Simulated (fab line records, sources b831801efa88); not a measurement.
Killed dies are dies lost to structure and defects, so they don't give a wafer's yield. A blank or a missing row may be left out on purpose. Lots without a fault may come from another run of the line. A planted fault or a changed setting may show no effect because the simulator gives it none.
A struck lot beside a sound one | flow gf180mcu | 15 steps out of a route of 602
Sound: wafers L775.2, L775.4, L775.5. Struck: wafers L791.4, L791.5. (L791.6 of the same lot was not struck and is left out.) The cause comes at the end.
At each step with rows: each side's tool, then ch and its chambers, then its first start. Under that, the readings that differ: sound wafers | struck wafers | difference of the means | sigmas: that difference in standard deviations of wafers without a fault.
alike: readings whose means differ by less than 2 such deviations, and words and numbers that are the same on both sides. not compared: withheld readings, readings that some wafer has no value for, bounds like >300 that may hide the same value, and numbers for which the record gives no deviation and whose values overlap.
The two part at a step that has a row with sigmas, a row that says differs or no value, or rows on one side only. Numbers that don't overlap but have no deviation are shown without sigmas and don't part them. A reading that every wafer of one side lacks parts them only if that side has two wafers or more.

first, 5 steps without rows for these wafers: GF_V1_COAT_09 (resist thk 1000 nm); GF_V1_SOFTBAKE_10 (time 60 s); GF_V1_EXPOSE_11 (exposes mask Via1, target cd 260 nm); GF_V1_PEB_12 (peb time 90 s); GF_V1_DEVELOP_13 (develop time 60 s).
GF_V1_CD_MEAS_14: target cd 260 nm.
  sound on cd_sem-01, day 18 21:40; struck on cd_sem-02, day 24 14:31
  alike: cd_nm
GF_V1_OVL_MEAS_15:
  sound on overlay-01, day 18 21:46; struck on overlay-02, day 24 14:36
  alike: V1_OVL
GF_V1_ETCH_16: etches BARC in N2/H2.
  sound on rie_diel-02 ch 1,2,3, day 18 21:48; struck on rie_diel-04 ch 0,2, day 24 14:37
  alike: drypump_motor_current_A, n2_flow_sccm, oes_product_au, rf_fwd_power_W, throttle_valve_pct
GF_V1_ETCH_17: etches SiO2 in C4F8/O2/Ar, stops on TiN, target depth 630 nm.
  sound on rie_diel-02 ch 1,2,3; struck on rie_diel-04 ch 0,2
  alike: oes_product_au, rf_fwd_power_W
GF_V1_STRIP_18: strips in O2/N2.
  sound on plasma_asher-02 ch 0,1, day 18 21:56; struck on plasma_asher-02 ch 1, day 24 14:47
  alike: drypump_motor_current_A, heater_power_w, n2_flow_sccm, o2_flow_sccm, oes_product_au
  not compared: rf_hours_counter_h
then, 2 steps without rows for these wafers: GF_V1_STRIP_19 (strips in post etch residue remover, time 1200 s); GF_V1_CLEAN_20 (cleans in DIW).
GF_V1_SPUTTER_21: material Ti, target thk 15 nm, time 80.02 s.
  sound on pvd_sputter-04, day 18 22:29; struck on pvd_sputter-03, day 24 15:17
  reading                               | sound            | struck    | difference | sigmas
  model.Ti_of_V1_SPUTTER_21.thk_nm (nm) | 14.9 14.98 14.84 | 14.1 14.3 | -0.7       |
  alike: cathode_dc_power_W, throttle_valve_pct
GF_V1_SPUTTER_22: material TiN, target thk 10 nm, time 40 s.
  sound on pvd_sputter-04, day 18 22:33; struck on pvd_sputter-03, day 24 15:20
  alike: cathode_dc_power_W, throttle_valve_pct
-- the record jumps here: 9 days lie between the struck wafers' starts before and after (it left off in module V1 and takes up again in module PASSIVATION, whose first step shown is number 602 of the route) --
GF_PASSIVATION_PROBE_99:
  the record has rows for the struck wafers here (prober-01, day 33 21:09) and none for the sound ones

WHERE THEY PART
Only at GF_PASSIVATION_PROBE_99, within this record.

WHY: what the simulator had put in
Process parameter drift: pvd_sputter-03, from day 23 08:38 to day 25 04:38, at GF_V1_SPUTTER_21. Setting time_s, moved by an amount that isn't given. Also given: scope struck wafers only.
